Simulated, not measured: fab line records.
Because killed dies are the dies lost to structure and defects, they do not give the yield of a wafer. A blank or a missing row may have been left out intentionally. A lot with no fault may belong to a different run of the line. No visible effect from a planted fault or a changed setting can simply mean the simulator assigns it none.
Matching of chambers / flow gf180mcu / GF_V4_CMP_04 on cmp-02: 4 sister chambers
The step polishes SiO2. 4 wafers are shown with their chamber, then 8 later ones without.

== EACH WAFER AND ITS CHAMBER ==
wafer=L528.1; chamber=3; motorCurrentA (A)=13.0
wafer=L530.3; chamber=0; motorCurrentA (A)=13.6
wafer=L530.4; chamber=2; motorCurrentA (A)=11.5
wafer=L538.1; chamber=1; motorCurrentA (A)=14.5

== WAFERS WHOSE CHAMBER IS MISSING ==
wafer=L538.5; motorCurrentA (A)=12.1
wafer=L538.6; motorCurrentA (A)=12.7
wafer=L541.1; motorCurrentA (A)=13.1
wafer=L541.4; motorCurrentA (A)=13.9
wafer=L541.6; motorCurrentA (A)=12.4
wafer=L542.1; motorCurrentA (A)=13.8
wafer=L542.4; motorCurrentA (A)=13.7
wafer=L542.5; motorCurrentA (A)=13.3

== WHICH CHAMBER EACH ONE RAN IN ==
wafer=L538.5; from the rows above=can't be placed: 2 or 3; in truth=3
wafer=L538.6; from the rows above=can't be placed: 3 or 0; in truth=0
wafer=L541.1; from the rows above=can't be placed: 3 or 0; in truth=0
wafer=L541.4; from the rows above=can't be placed: 0 or 1 or 3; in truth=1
wafer=L541.6; from the rows above=can't be placed: 3 or 2 or 0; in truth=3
wafer=L542.1; from the rows above=can't be placed: 0 or 1 or 3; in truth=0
wafer=L542.4; from the rows above=can't be placed: 0 or 3 or 1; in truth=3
wafer=L542.5; from the rows above=can't be placed: 0 or 3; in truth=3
0 of 8 placed correctly. From these rows, 8 cannot be placed; in 8 the true chamber is one of the candidates. Placed wrongly: 0.
How it was worked out, from the rows above alone: a wafer's distance from a chamber is the root of the sum, over the readings, of the square of ((its reading less the chamber's mean) divided by the reading's scatter). The wafer belongs to the nearest chamber; if the next one is less than 2 further off, it can't be placed. Each chamber's mean is taken over the wafers shown for it. The scatter: root of mean squared gap, hidden wafer to nearest shown wafer, with one shown wafer a chamber.
